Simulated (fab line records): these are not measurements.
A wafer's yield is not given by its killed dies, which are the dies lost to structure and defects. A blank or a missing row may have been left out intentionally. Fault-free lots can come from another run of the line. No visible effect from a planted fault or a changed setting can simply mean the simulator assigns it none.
Commonality check across tools + flow gf180mcu + Sample size 12 lots and 39 wafers

WHY THIS WAS OPENED
1 of 12 lots carry a flag on the reading VT_IMPLANT_3_TW at GF_VT_IMPLANT_TW_MEAS_32. Wafers without a fault read 269.6, standard deviation 2.
Rule: a lot is flagged when every wafer of it that has a number lies more than 4 standard deviations from that mean, or none has a number. The rest of the lots are taken to be sound.

| lot  | measured     | on            | VT_IMPLANT_3_TW, wafer by wafer | flag    |
|------|--------------|---------------|---------------------------------|---------|
| L341 | day 7 03:17  | film-metro-01 | 271.4 270.1 270.6               |         |
| L342 | day 7 09:50  | film-metro-03 | 269.7 270.0 268.8               |         |
| L343 | day 7 17:38  | film-metro-03 | 271.2 270.3 270.0               |         |
| L346 | day 8 11:53  | film-metro-03 | 271.1 270.3 272.4               |         |
| L349 | day 9 07:50  | film-metro-02 | 29.7 29.7 29.6 29.9 29.6 29.6   | FLAGGED |
| L351 | day 9 23:11  | film-metro-02 | 266.6 266.5 267.5               |         |
| L354 | day 10 19:56 | film-metro-03 | 271.9 271.6 271.4               |         |
| L355 | day 11 01:43 | film-metro-03 | 268.6 269.8 270.2               |         |
| L356 | day 11 06:13 | film-metro-01 | 271.4 270.1 270.9               |         |
| L358 | day 11 19:07 | film-metro-03 | 270.3 270.9 269.7               |         |
| L360 | day 12 08:26 | film-metro-01 | 270.0 270.7 270.3               |         |
| L361 | day 12 15:43 | film-metro-03 | 270.4 270.4 273.5               |         |
Flagged lots average 29.7: -239.9 relative to the usual, that is -99 or more standard deviations.

WHICH TOOL EACH LOT WENT THROUGH
The record holds 1 process step before the reading, out of a route of 602 steps. In each cell: the tool, then ch and the chambers that the sampled wafers went through, then the start.
| lot  | flag    | GF_VT_IMPLANT_EXPOSE_26             |
|------|---------|-------------------------------------|
| L341 |         | iline-stepper-02 ch 0, day 6 19:10  |
| L342 |         | iline-stepper-01 ch 0, day 7 01:44  |
| L343 |         | iline-stepper-02 ch 0, day 7 09:28  |
| L346 |         | iline-stepper-01 ch 0, day 8 03:26  |
| L349 | FLAGGED | iline-stepper-01 ch 0, day 8 23:12  |
| L351 |         | iline-stepper-01 ch 0, day 9 14:38  |
| L354 |         | iline-stepper-02 ch 0, day 10 10:55 |
| L355 |         | iline-stepper-01 ch 0, day 10 16:30 |
| L356 |         | iline-stepper-02 ch 0, day 10 20:52 |
| L358 |         | iline-stepper-01 ch 0, day 11 09:36 |
| L360 |         | iline-stepper-02 ch 0, day 11 23:16 |
| L361 |         | iline-stepper-02 ch 0, day 12 06:11 |
What these steps do:
- GF_VT_IMPLANT_EXPOSE_26: exposes mask LVPWELL HV AREA, target cd 860 nm.
- GF_VT_IMPLANT_TW_MEAS_32

FLAGGED AGAINST TOTAL, ONE TOOL AT A TIME (gauges that did the reading follow at the end)
| step                     | tool             | lots run | flagged | share of the flagged lots | sound lots run after its first flagged lot |
|--------------------------|------------------|----------|---------|---------------------------|--------------------------------------------|
| GF_VT_IMPLANT_EXPOSE_26  | iline-stepper-01 | 6        | 1       | all                       | 3 (L351,L355,L358)                         |
| GF_VT_IMPLANT_EXPOSE_26  | iline-stepper-02 | 6        | 0       | none                      | -                                          |
| GF_VT_IMPLANT_TW_MEAS_32 | film-metro-01    | 3        | 0       | none                      | -                                          |
| GF_VT_IMPLANT_TW_MEAS_32 | film-metro-02    | 2        | 1       | all                       | 1 (L351)                                   |
| GF_VT_IMPLANT_TW_MEAS_32 | film-metro-03    | 7        | 0       | none                      | -                                          |

THE TABLE: WHAT IT ALLOWS
In 2 table rows, all flagged lots were run: iline-stepper-01 (GF_VT_IMPLANT_EXPOSE_26), film-metro-02 (GF_VT_IMPLANT_TW_MEAS_32).
- iline-stepper-01 at GF_VT_IMPLANT_EXPOSE_26: 1 of its 6 lots flagged. Sound lots ran on it after the first flagged one (L351, L355, L358), which a lasting fault on the whole tool wouldn't allow.
- film-metro-02 at GF_VT_IMPLANT_TW_MEAS_32: 1 of its 2 lots flagged. Sound lots ran on it after the first flagged one (L351), which a lasting fault on the whole tool wouldn't allow.
Not one row of the table ran every flagged lot while running no sound lot after the first.

WHAT THE SIMULATOR PUT IN
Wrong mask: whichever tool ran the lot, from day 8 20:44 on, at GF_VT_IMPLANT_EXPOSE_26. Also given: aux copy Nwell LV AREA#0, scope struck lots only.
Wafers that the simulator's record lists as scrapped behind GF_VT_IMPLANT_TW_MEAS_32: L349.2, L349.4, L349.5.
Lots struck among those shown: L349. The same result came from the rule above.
